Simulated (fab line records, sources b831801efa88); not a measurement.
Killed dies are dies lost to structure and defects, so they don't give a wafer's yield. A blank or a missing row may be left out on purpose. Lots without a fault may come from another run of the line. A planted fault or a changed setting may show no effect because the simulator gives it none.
Tool commonality check | flow sky130 | 13 lots, 39 wafers sampled

WHY IT WAS OPENED
At SKY_VIA2_THK_MEAS_01 the reading VIA2_HDPCVD_THK is flagged on 2 of 13 lots. Wafers without a fault read 1185 nm, standard deviation 13.
Rule: a lot is flagged when every wafer of it that has a number lies more than 4 standard deviations from that mean, or none has a number. The other lots count as sound.

lot  | measured     | on            | VIA2_HDPCVD_THK (nm), wafer by wafer | flag
L332 | day 36 07:07 | film_metro-02 | 1213 1200 1204                       |
L333 | day 36 13:24 | film_metro-04 | 1170 1163 1174                       |
L335 | day 36 13:39 | film_metro-02 | 1207 1185 1184                       |
L336 | day 36 15:26 | film_metro-04 | 1201 1187 1181                       |
L337 | day 36 16:06 | film_metro-04 | 1186 1196 1201                       |
L339 | day 37 13:03 | film_metro-04 | 1185 1193 1184                       |
L341 | day 37 21:04 | film_metro-02 | 1183 1187 1193                       |
L343 | day 38 08:04 | film_metro-02 | 2411 2394 2401                       | FLAGGED
L342 | day 38 08:19 | film_metro-04 | 1181 1181 1182                       |
L346 | day 39 06:45 | film_metro-02 | 2388 2365 2378                       | FLAGGED
L350 | day 41 02:22 | film_metro-04 | 1188 1197 1191                       |
L351 | day 41 03:19 | film_metro-02 | 1179 1197 1174                       |
L355 | day 42 01:34 | film_metro-01 | 1186 1185 1156                       |
The numbers of the flagged lots are 2390 nm on average: +1204 nm against the usual, or +93 standard deviations.

WHICH TOOL RAN EACH LOT
The record holds 2 process steps before the reading, out of a route of 708 steps. In each cell: the tool, then ch and the chambers that the sampled wafers went through, then the start.
lot  | flag    | SKY_METAL2_DESCUM_17              | SKY_VIA2_HDPCVD_00
L332 |         | rie_metal-01 ch 1, day 36 06:13   | hdpcvd-01 ch 0,1, day 36 06:59
L333 |         | rie_metal-04 ch 0,1, day 36 11:49 | hdpcvd-02 ch 0,1,2, day 36 13:16
L335 |         | rie_metal-01 ch 0,1, day 36 12:40 | hdpcvd-01 ch 1,2, day 36 13:32
L336 |         | rie_metal-02 ch 0,1, day 36 14:28 | hdpcvd-01 ch 0,2, day 36 15:18
L337 |         | rie_metal-02 ch 0,1, day 36 15:12 | hdpcvd-01 ch 1,2, day 36 15:59
L339 |         | rie_metal-01 ch 0,1, day 37 12:06 | hdpcvd-02 ch 0,1,2, day 37 12:55
L341 |         | rie_metal-04 ch 0,1, day 37 20:09 | hdpcvd-01 ch 1,2, day 37 20:56
L343 | FLAGGED | rie_metal-01 ch 0,1, day 38 06:46 | hdpcvd-01 ch 0,1, day 38 07:38
L342 |         | rie_metal-04 ch 0,1, day 38 07:24 | hdpcvd-02 ch 1,2, day 38 08:11
L346 | FLAGGED | rie_metal-04 ch 0,1, day 39 05:34 | hdpcvd-02 ch 1,2, day 39 06:20
L350 |         | rie_metal-02 ch 0,1, day 41 01:24 | hdpcvd-02 ch 1,2, day 41 02:11
L351 |         | rie_metal-02 ch 0, day 41 02:21   | hdpcvd-02 ch 2, day 41 03:08
L355 |         | rie_metal-02 ch 0,1, day 42 00:40 | hdpcvd-02 ch 0,2, day 42 01:26
What these steps do:
- SKY_METAL2_DESCUM_17: chemistry O2, time 8 s.
- SKY_VIA2_HDPCVD_00: deposits SiO2, target thk 1180 nm, time 196.7 s.
- SKY_VIA2_THK_MEAS_01

FLAGGED OVER TOTAL, TOOL BY TOOL (the gauges that took the reading come last)
step                 | tool          | lots run | flagged | share of the flagged lots | sound lots run after its first flagged lot
SKY_METAL2_DESCUM_17 | rie_metal-01  | 4        | 1       | some                      | 0
SKY_METAL2_DESCUM_17 | rie_metal-02  | 5        | 0       | none                      | -
SKY_METAL2_DESCUM_17 | rie_metal-04  | 4        | 1       | some                      | 0
SKY_VIA2_HDPCVD_00   | hdpcvd-01     | 6        | 1       | some                      | 0
SKY_VIA2_HDPCVD_00   | hdpcvd-02     | 7        | 1       | some                      | 3 (L350,L351,L355)
SKY_VIA2_THK_MEAS_01 | film_metro-01 | 1        | 0       | none                      | -
SKY_VIA2_THK_MEAS_01 | film_metro-02 | 6        | 2       | all                       | 1 (L351)
SKY_VIA2_THK_MEAS_01 | film_metro-04 | 6        | 0       | none                      | -

WHAT THE TABLE ALLOWS
1 row of the table ran every flagged lot: film_metro-02 at SKY_VIA2_THK_MEAS_01.
- film_metro-02 at SKY_VIA2_THK_MEAS_01: 2 of its 6 lots flagged. Sound lots ran on it after the first flagged one (L351), which a lasting fault on the whole tool wouldn't allow.
No row of the table ran every flagged lot and no sound lot after the first.

WHAT THE SIMULATOR HAD PUT IN
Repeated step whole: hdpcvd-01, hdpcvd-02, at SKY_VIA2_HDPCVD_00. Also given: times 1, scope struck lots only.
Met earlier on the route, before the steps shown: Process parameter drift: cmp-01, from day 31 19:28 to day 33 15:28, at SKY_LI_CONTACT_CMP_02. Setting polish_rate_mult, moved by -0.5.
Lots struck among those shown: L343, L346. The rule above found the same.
